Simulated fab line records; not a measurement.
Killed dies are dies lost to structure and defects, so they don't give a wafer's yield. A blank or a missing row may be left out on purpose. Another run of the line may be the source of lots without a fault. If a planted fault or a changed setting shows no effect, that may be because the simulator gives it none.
A struck lot beside a sound one	flow sfq_line	37 steps out of a route of 325
Sound: the wafers L279.1, L279.2, L279.4. The struck wafers were L282.1, L282.2, L282.6. Last of all comes the cause.
Per side, at each step with rows, come the tool, then ch with its chambers, and then its first start. Under that, the readings that differ: sound wafers	struck wafers	difference of the means	sigmas: that difference in standard deviations of wafers without a fault.
alike: same words and numbers on both sides, and readings whose means sit less than 2 such deviations apart. not compared: any withheld reading, any reading some wafer has no value for, any bound like >300 that may hide the same value, and any number with overlapping values for which the record gives no deviation.
Wherever a step has rows on one side only, a row that says differs or no value, or a row with sigmas, the two part there. Numbers that have no deviation but don't overlap get no sigmas and don't part them. Lack of a reading on every wafer of one side parts them only where that side has two or more wafers.

SFQ_R5_THK_MEAS_934: measures by xrf.
  struck on film_metro-01, day 58 04:50; sound on film_metro-02, day 57 17:04
  alike: R5_MONX_THK
then, 6 steps without rows for these wafers: SFQ_TRILAYER_R5_LITHO_COAT_141 (resist thk 62 nm); SFQ_TRILAYER_R5_LITHO_COAT_136 (resist thk 600 nm); SFQ_TRILAYER_R5_LITHO_SOFTBAKE_140; SFQ_TRILAYER_R5_LITHO_EXPOSE_137 (exposes mask R5, target cd 500 nm); SFQ_TRILAYER_R5_LITHO_PEB_139 (peb time 60 s); SFQ_TRILAYER_R5_LITHO_DEVELOP_138 (time 60 s).
-- the record jumps here: 6 days lie between the struck wafers' starts before and after --
SFQ_R5_OVL_MEAS_935:
  struck on overlay-01, day 63 17:19; sound on overlay-01, day 63 07:43
  alike: R5_OVL
then, 2 steps without rows for these wafers: SFQ_TRILAYER_R5_BARC_OPEN_METAL_ETCH_177 (etches BARC in O2, target depth 125 nm, time 41.7 s); SFQ_TRILAYER_R5_ETCH_METAL_ETCH_139 (etches the open film in Cl2, stops on SiO2, target depth 60 nm, time 40 s).
SFQ_TRILAYER_R5_STRIP_STRIP_140: strips in O2.
  sound on rie_metal-04 ch 0,1, day 63 07:53; struck on rie_metal-03 ch 0,1, day 63 17:29
  alike: chamber_pressure_mTorr, drypump_motor_current_A, oes_product_au, platen_temp_c
  not compared: rf_hours_counter_h
then, 1 step without rows for these wafers: SFQ_TRILAYER_R5_STRIP_SOLV_CLEAN_141 (cleans in NMP, time 600 s).
SFQ_TRILAYER_A5C_DEP_PECVD_142: deposits SiO2 from SiH4/N2O, time 15.556 s, target thk 70 nm.
  sound on pecvd-01 ch 0,1, day 63 08:41; struck on pecvd-04 ch 0,1, day 63 18:27
  alike: heater_power_w, showerhead_vpp_V, throttle_valve_pct
then, 6 steps without rows for these wafers: SFQ_TRILAYER_I5_LITHO_COAT_149 (resist thk 62 nm); SFQ_TRILAYER_I5_LITHO_COAT_144 (resist thk 650 nm); SFQ_TRILAYER_I5_LITHO_SOFTBAKE_148; SFQ_TRILAYER_I5_LITHO_EXPOSE_145 (exposes mask I5, target cd 700 nm); SFQ_TRILAYER_I5_LITHO_PEB_147 (peb time 60 s); SFQ_TRILAYER_I5_LITHO_DEVELOP_146 (time 60 s).
-- the record jumps here: 5 days lie between the struck wafers' starts before and after --
SFQ_I5_OVL_MEAS_936:
  struck on overlay-01, day 68 17:32; sound on overlay-02, day 68 10:20
reading	sound	struck	difference	sigmas
I5_OVL (nm)	-12 -12 -12	1 3 4	+15	+2
SFQ_TRILAYER_I5_BARC_OPEN_VIA_ETCH_200: etches BARC in O2, target depth 125 nm, time 41.7 s.
  sound on rie_diel-04 ch 1,2,3, day 68 10:22; struck on rie_diel-04 ch 0,3, day 68 17:34
  alike: bias_w, chamber_pressure_mTorr, drypump_motor_current_A, oes_product_au
  not compared: rf_hours_counter_h
SFQ_TRILAYER_I5_ETCH_VIA_ETCH_147: etches the open film in CHF3, stops on Nb, target depth 360 nm.
  sound on rie_diel-04 ch 1,2,3, day 68 10:25; struck on rie_diel-04 ch 0,3, day 68 17:37
  alike: bias_w, chamber_pressure_mTorr, drypump_motor_current_A, oes_product_au
then, 8 steps without rows for these wafers: SFQ_TRILAYER_I5_STRIP_STRIP_148 (strips in O2); SFQ_TRILAYER_I5_STRIP_SOLV_CLEAN_149 (cleans in NMP, time 600 s); SFQ_TRILAYER_C5_LITHO_COAT_156 (resist thk 62 nm); SFQ_TRILAYER_C5_LITHO_COAT_151 (resist thk 650 nm); SFQ_TRILAYER_C5_LITHO_SOFTBAKE_155; SFQ_TRILAYER_C5_LITHO_EXPOSE_152 (exposes mask C5, target cd 500 nm); SFQ_TRILAYER_C5_LITHO_PEB_154 (peb time 60 s); SFQ_TRILAYER_C5_LITHO_DEVELOP_153 (time 60 s).
-- the record jumps here: 5 days lie between the struck wafers' starts before and after --
SFQ_C5_OVL_MEAS_937:
  struck on overlay-01, day 73 13:10; sound on overlay-01, day 73 09:34
  alike: C5_OVL
SFQ_TRILAYER_C5_BARC_OPEN_VIA_ETCH_210: etches BARC in O2, target depth 125 nm, time 41.7 s.
  sound on rie_diel-01 ch 0,2,3, day 73 09:36; struck on rie_diel-01 ch 1,3, day 73 13:12
  alike: bias_w, chamber_pressure_mTorr, drypump_motor_current_A, oes_product_au
  not compared: rf_hours_counter_h
SFQ_TRILAYER_C5_ETCH_VIA_ETCH_154: etches SiO2 in CHF3, stops on Nb, target depth 84 nm.
  sound on rie_diel-01 ch 0,2,3, day 73 09:38; struck on rie_diel-01 ch 1,3, day 73 13:14
reading	sound	struck	difference	sigmas
oes_product_au (a.u.)	0.885 0.891 0.899	0.981 0.989 0.995	+0.097	+11
model.etch.depth_nm (nm)	69.56 69.39 70.6	82.58 83.38 83.03	+13.15	
model.C5.feature_depth_nm (nm)	69.56 69.39 70.6	82.58 83.38 83.03	+13.15	
  alike: bias_w, chamber_pressure_mTorr, drypump_motor_current_A
then, 2 steps without rows for these wafers: SFQ_TRILAYER_C5_STRIP_STRIP_155 (strips in O2); SFQ_TRILAYER_C5_STRIP_SOLV_CLEAN_156 (cleans in NMP, time 600 s).
SFQ_TRILAYER_M6_DEP_PRE_CLEAN_158: time 22.5 s.
  struck on pvd_sputter-06, day 73 14:04; sound on pvd_sputter-06, day 73 10:28
reading	sound	struck	difference	sigmas
model.SiO2_of_TRILAYER_A5C_DEP_PECVD_142.thk_nm (nm)	62.06 61.89 63.1	131.6 130.7 134.3	+69.8	
  alike: bias_v
SFQ_TRILAYER_M6_DEP_SPUTTER_157: material Nb, target thk 200 nm, time 133.3 s.
  struck on pvd_sputter-06, day 73 14:06; sound on pvd_sputter-06, day 73 10:29
  alike: throttle_valve_pct

== WHERE THEY PART ==
Last at SFQ_TRILAYER_C5_ETCH_VIA_ETCH_154 as far as this record goes, first at SFQ_I5_OVL_MEAS_936. Later steps at which nothing parts them and some readings are alike: SFQ_TRILAYER_M6_DEP_PRE_CLEAN_158, SFQ_TRILAYER_M6_DEP_SPUTTER_157.

WHY: what the simulator had put in
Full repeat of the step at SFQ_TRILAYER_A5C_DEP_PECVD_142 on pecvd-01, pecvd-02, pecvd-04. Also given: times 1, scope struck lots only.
